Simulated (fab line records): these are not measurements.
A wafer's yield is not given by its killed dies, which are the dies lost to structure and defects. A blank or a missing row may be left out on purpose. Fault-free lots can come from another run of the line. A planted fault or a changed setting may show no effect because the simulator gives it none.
fab line records ; flow sky130
[record] lots = 6; wafers = 18; last-day = 50
route steps=708 shown LDD_HVP@287 LDD_LDN@289
lots untouched by any fault: they come from a run of this same line in which no faults occurred
start-h: the number of hours between the record's first day and the start of the first shown wafer of the lot ; wait-h: hours since the lot's step before ; " unchanged from the row above ; L1.1+2: a row that stands for several wafers ; - no value present, or no start provided ; * or withheld: withheld ; < > ~ a bound
route shown NAME@n: NAME is a module with steps in the file, n the number in the route of the first one ; usual: the fault-free wafers' mean and standard deviation ; same: alike in all rows ; chamber/n: place in a boat ; sites: each site's reading ; _std_site: the standard deviation of these ; _edge_site: mean of outer sites minus mean of inner sites ; radius-mm: how far each site lies from the wafer's centre ; mask NAME#n: copy n ; behind: the tool/chamber that last shaped the wafer ; hold: reason for holding the lot/hours on hold/outcome of the hold ; device: whichever transistor did not switch (one of n, p or np) ; end of line: the route-end tests of the same wafers ; step lacking rows: just its recipe ; killed: at the first sort, the dies lost to defects and structure; wafer yield is something else ; map: the dies of a wafer, with x for killed, . for not killed, _ for no die there
set.NAME: the setting the step ran with; set.NAME@STEP: the setting that earlier step ran with ; model.NAME: the simulator's own value behind a step, which no gauge read
a table for each step, a row for each wafer; lots at some steps of the route
services: the hour from which a tool's chamber was out of use, counted from the record's first day as start-h (under 0 if before that day), plus the number of hours and why
[[steps]]
[step SKY_LDD_HVP_STRIP_09]
[recipe] chemistry = O2/N2; power-w = 1400; pressure-mtorr = 1500; platen-temp-c = withheld; o2-flow-sccm = 3000; n2-flow-sccm = 300; overash-fraction = 0.5
[usual] drypump-motor-current-A = 5.9/0.56; oes-product-au = 0.408/0.0047; strip-time-to-endpoint-s = 4.143/0.013
lot.wafer;tool;chamber;start-h;wait-h;drypump-motor-current-A;oes-product-au;rf-hours-counter-h;strip-time-to-endpoint-s
L997.1;plasma-asher-02;1;519.22;0.1;5.9;0.411;37;4.146
L997.2;plasma-asher-02;0;519.22;0.1;6.3;0.411;37;4.150
L997.3;plasma-asher-02;0;519.22;0.1;6.3;0.417;-;4.160
L998.1;plasma-asher-04;0;529.36;0.1;6.8;0.416;72;4.137
L998.2;plasma-asher-04;1;529.36;0.1;5.3;0.409;72;4.147
L998.3;plasma-asher-04;1;529.36;0.1;5.3;0.405;-;4.143
L104.3;plasma-asher-02;1;597.14;0.1;5.8;0.415;-;4.128
L104.5;plasma-asher-02;0;597.14;0.1;6.3;0.407;-;4.135
L104.6;plasma-asher-02;1;597.14;0.1;5.8;0.401;-;4.115
L107.1;plasma-asher-02;1;610.76;0.1;5.9;0.413;46;4.157
L107.2;plasma-asher-02;0;610.76;0.1;6.2;0.410;46;4.143
L107.3;plasma-asher-02;1;610.76;0.1;5.9;0.402;-;4.133
L116.2;plasma-asher-04;0;678.01;0.1;6.8;0.409;88;4.150
L116.3;plasma-asher-04;1;678.01;0.1;5.3;0.411;-;4.138
L116.4;plasma-asher-04;0;678.01;0.1;6.8;0.408;-;4.124
L117.2;plasma-asher-03;1;685.92;0.1;5.3;0.408;98;4.124
L117.3;plasma-asher-03;0;685.92;0.1;5.9;0.411;-;4.112
L117.5;plasma-asher-03;1;685.92;0.1;5.3;0.408;-;4.135
[step SKY_LDD_HVP_TW_MEAS_10]
[usual] LDD_HVP_TW = 452/3.4
lot.wafer;tool;chamber;start-h;wait-h;LDD_HVP_TW
L997.1;film-metro-03;-;519.32;0.1;452
L997.2;film-metro-03;-;519.32;0.1;452
L997.3;film-metro-03;-;519.32;0.1;452
L998.1;film-metro-04;-;529.46;0.1;452
L998.2;film-metro-04;-;529.46;0.1;448
L998.3;film-metro-04;-;529.46;0.1;449
L104.3;film-metro-02;-;597.23;0.1;457
L104.5;film-metro-02;-;597.23;0.1;458
L104.6;film-metro-02;-;597.23;0.1;459
L107.1;film-metro-04;-;610.86;0.1;448
L107.2;film-metro-04;-;610.86;0.1;446
L107.3;film-metro-04;-;610.86;0.1;446
L116.2;film-metro-02;-;678.12;0.1;455
L116.3;film-metro-02;-;678.12;0.1;455
L116.4;film-metro-02;-;678.12;0.1;454
L117.2;film-metro-03;-;686.03;0.1;451
L117.3;film-metro-03;-;686.03;0.1;450
L117.5;film-metro-03;-;686.03;0.1;448
[step SKY_LDD_LDN_DEHYDRATE_00]
[recipe] temp-c = 200; time-s = 60
[step SKY_LDD_LDN_HMDS_01]
[recipe] prime-time-s = 60; prime-temp-c = 120
[step SKY_LDD_LDN_COAT_02]
[recipe] resist = NOVOLAK; spin-rpm = 3000; resist-thk-nm = 1140
[step SKY_LDD_LDN_SOFTBAKE_03]
[recipe] temp-c = 90; time-s = 60; resist = NOVOLAK
[step SKY_LDD_LDN_EXPOSE_04]
[recipe] mask-id = LDNTM; na = 0.6; source-shape = conventional; sigma-outer = 0.6; polarization = unpolarized; target-cd-nm = 700; dose-mj = 140
[step SKY_LDD_LDN_PEB_05]
[recipe] temp-c = withheld; time-s = *; resist = NOVOLAK
[step SKY_LDD_LDN_DEVELOP_06]
[recipe] resist = NOVOLAK; developer = TMAH; develop-time-s = 60; dev-temp-c = 23
[step SKY_LDD_LDN_OVL_MEAS_07]
[usual] LDD_LDN_OVL = -1.1/1.4
lot.wafer;tool;chamber;start-h;wait-h;LDD_LDN_OVL[nm]
L997.1;overlay-01;-;548.38;0.1;-0.5
L997.2;overlay-01;-;548.38;0.1;-1.6
L997.3;overlay-01;-;548.38;0.1;-1.1
L998.1;overlay-01;-;558.43;0.1;-2.0
L998.2;overlay-01;-;558.43;0.1;-2.6
L998.3;overlay-01;-;558.43;0.1;-1.9
L104.3;overlay-01;-;624.49;0.1;-2.5
L104.5;overlay-01;-;624.49;0.1;-2.8
L104.6;overlay-01;-;624.49;0.1;-1.4
L107.1;overlay-02;-;637.48;0.1;-1.6
L107.2;overlay-02;-;637.48;0.1;-0.9
L107.3;overlay-02;-;637.48;0.1;0.1
L116.2;overlay-01;-;704.93;0.1;-2.2
L116.3;overlay-01;-;704.93;0.1;-3.9
L116.4;overlay-01;-;704.93;0.1;-1.6
L117.2;overlay-02;-;713.93;0.1;1.3
L117.3;overlay-02;-;713.93;0.1;2.0
L117.5;overlay-02;-;713.93;0.1;0.2
[step SKY_LDD_LDN_IMPLANT_08]
[recipe] species = As; energy-kev = 15; dose-cm2 = 1.25e+13; tilt-deg = withheld; rotation-deg = 23
[step SKY_LDD_LDN_IMPLANT_09]
[recipe] species = As; energy-kev = 15; dose-cm2 = 1.25e+13; tilt-deg = withheld; rotation-deg = 113
[step SKY_LDD_LDN_IMPLANT_10]
[recipe] species = As; energy-kev = 15; dose-cm2 = 1.25e+13; tilt-deg = withheld; rotation-deg = 203
[usual] beam-energy-keV = 15.000/0.0046; beam-on-s = 10.01/0.22; end-station-pressure-torr = 5.07e-06/2.5e-07
lot.wafer;tool;chamber;start-h;wait-h;beam-energy-keV;beam-on-s;end-station-pressure-torr
L997.1;implanter-01;0;548.72;0.1;15.004;10.14;5.02e-06
L997.2;implanter-01;0;548.72;0.1;15.005;9.86;5.31e-06
L997.3;implanter-01;0;548.72;0.1;15.002;10.12;5.14e-06
L998.1;implanter-01;0;558.77;0.1;15.001;10.01;4.81e-06
L998.2;implanter-01;0;558.77;0.1;15.007;10.02;5.08e-06
L998.3;implanter-01;0;558.77;0.1;15.000;9.72;5.35e-06
L104.3;implanter-03;0;624.86;0.1;15.001;9.94;4.88e-06
L104.5;implanter-03;0;624.86;0.1;14.995;10.09;4.86e-06
L104.6;implanter-03;0;624.86;0.1;14.994;9.83;5.53e-06
L107.1;implanter-04;0;637.81;0.1;15.008;9.87;5.04e-06
L107.2;implanter-04;0;637.81;0.1;15.004;10.00;5.2e-06
L107.3;implanter-04;0;637.81;0.1;15.008;9.89;5.17e-06
L116.2;implanter-03;-;705.28;0.1;-;-;-
L116.3;implanter-03;-;705.28;0.1;-;-;-
L116.4;implanter-03;-;705.28;0.1;-;-;-
L117.2;implanter-01;-;714.28;0.1;-;-;-
L117.3;implanter-01;-;714.28;0.1;-;-;-
L117.5;implanter-01;-;714.28;0.1;-;-;-
[step SKY_LDD_LDN_IMPLANT_11]
[recipe] species = As; energy-kev = 15; dose-cm2 = 1.25e+13; tilt-deg = withheld; rotation-deg = 293
[step SKY_LDD_LDN_STRIP_12]
[recipe] chemistry = O2/N2; power-w = 1400; pressure-mtorr = 1500; platen-temp-c = withheld; o2-flow-sccm = 3000; n2-flow-sccm = 300; overash-fraction = 0.5
[usual] drypump-motor-current-A = 5.8/0.61; oes-product-au = 0.715/0.0049; strip-time-to-endpoint-s = 14.19/0.045
lot.wafer;tool;chamber;start-h;wait-h;drypump-motor-current-A;oes-product-au;rf-hours-counter-h;strip-time-to-endpoint-s
L997.1;plasma-asher-01;0;549.02;0.1;5.2;0.721;12;14.21
L997.2;plasma-asher-01;1;549.02;0.1;5.5;0.714;12;14.18
L997.3;plasma-asher-01;1;549.02;0.1;5.5;0.722;-;14.27
L998.1;plasma-asher-02;1;559.07;0.1;5.8;0.714;41;14.18
L998.2;plasma-asher-02;0;559.07;0.1;6.3;0.705;41;14.13
L998.3;plasma-asher-02;1;559.07;0.1;5.9;0.702;-;14.14
L104.3;plasma-asher-04;1;625.15;0.1;5.3;0.709;-;14.17
L104.5;plasma-asher-04;0;625.15;0.1;6.8;0.724;-;14.19
L104.6;plasma-asher-04;1;625.15;0.1;5.3;0.717;-;14.16
L107.1;plasma-asher-01;1;638.11;0.1;5.4;0.722;21;14.26
L107.2;plasma-asher-01;0;638.11;0.1;5.2;0.714;21;14.28
L107.3;plasma-asher-01;0;638.11;0.1;5.2;0.718;-;14.17
L116.2;plasma-asher-04;0;705.56;0.1;6.8;0.717;91;14.19
L116.3;plasma-asher-04;0;705.56;0.1;6.8;0.710;-;14.21
L116.4;plasma-asher-04;1;705.56;0.1;5.3;0.714;-;14.16
L117.2;plasma-asher-04;0;714.56;0.1;6.8;0.718;92;14.09
L117.3;plasma-asher-04;0;714.56;0.1;6.8;0.720;-;14.09
L117.5;plasma-asher-04;0;714.56;0.1;6.8;0.721;-;14.12
[step SKY_LDD_LDN_TW_MEAS_13]
[usual] LDD_LDN_TW = 1470/9.2
lot.wafer;tool;chamber;start-h;wait-h;LDD_LDN_TW
L997.1;film-metro-01;-;549.12;0.1;1459
L997.2;film-metro-01;-;549.12;0.1;1458
L997.3;film-metro-01;-;549.12;0.1;1465
L998.1;film-metro-02;-;559.17;0.1;1473
L998.2;film-metro-02;-;559.17;0.1;1471
L998.3;film-metro-02;-;559.17;0.1;1478
L104.3;film-metro-03;-;625.23;0.1;1469
L104.5;film-metro-03;-;625.23;0.1;1470
L104.6;film-metro-03;-;625.23;0.1;1467
L107.1;film-metro-03;-;638.21;0.1;1468
L107.2;film-metro-03;-;638.21;0.1;1467
L107.3;film-metro-03;-;638.21;0.1;1469
L116.2;film-metro-02;-;705.67;0.1;1354
L116.3;film-metro-02;-;705.67;0.1;1353
L116.4;film-metro-02;-;705.67;0.1;1357
L117.2;film-metro-02;-;714.67;0.1;1360
L117.3;film-metro-02;-;714.67;0.1;1357
L117.5;film-metro-02;-;714.67;0.1;1353
[step SKY_LDD_LDN_CLEAN_14]
[recipe] chemistry = SC1/SC2; mix = 1:4:20; temp-c = 70; time-s = 150; dry = n2-spin
[[services]]
tool;chamber;start-h;hours;kind
implanter-01;-;501.31;1.6;repair
plasma-asher-03;-;554.76;0.6;repair
plasma-asher-02;-;557.85;1.2;repair
implanter-03;-;566.98;8.6;pm
implanter-03;-;577.95;3.3;pm
implanter-01;-;590.90;3.7;repair
plasma-asher-04;-;603.06;2.8;pm
plasma-asher-03;-;627.84;2.8;pm
plasma-asher-03;-;634.46;2.0;repair
implanter-03;-;635.12;1.1;repair
implanter-03;-;638.51;3.8;pm
implanter-01;-;646.65;4.6;repair
implanter-03;-;646.82;6.4;repair
plasma-asher-01;-;649.55;16.9;repair
plasma-asher-01;-;666.47;14.6;pm
plasma-asher-03;-;669.35;0.5;repair
plasma-asher-02;-;685.27;15.6;pm
[[key]]
[first-sign] step = SKY_LDD_LDN_IMPLANT_10; reading = tool-record; direction = missing
[effect] step = SKY_LDD_LDN_TW_MEAS_13; reading = LDD_LDN_TW; direction = down; sigmas = 12; usual = 1470; struck = 1356
met-at SKY_LDD_LDN_IMPLANT_10
struck-wafers L116.2,L116.3,L116.4,L117.2,L117.3,L117.5
later-rows-left-out L116.2,L116.3,L116.4,L117.2,L117.3,L117.5
sort-left-out L116.2,L116.3,L116.4,L117.2,L117.3,L117.5
tester-left-out L116,L117
onset-between 624.86 705.28
[fault] kind = skipped-step-whole; tool = implanter-01,implanter-03; chamber = -; onset-h = 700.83; steps = SKY_LDD_LDN_IMPLANT_10; scope = struck-lots-only
// tester-left-out: of these lots the tester's yield and bins aren't shown, on N5 and GAA mostly nor the transistor test; their killed dies are dies lost to structure and defects alone, not to doping, threshold or leakage, so they don't give the yield
// sort-left-out: the simulated sort isn't trusted on such a fault, so these wafers' sort isn't shown, and their yield isn't known
// later-rows-left-out: the simulator's readings of these wafers behind a module that went badly wrong aren't trusted and aren't shown, but for the sort
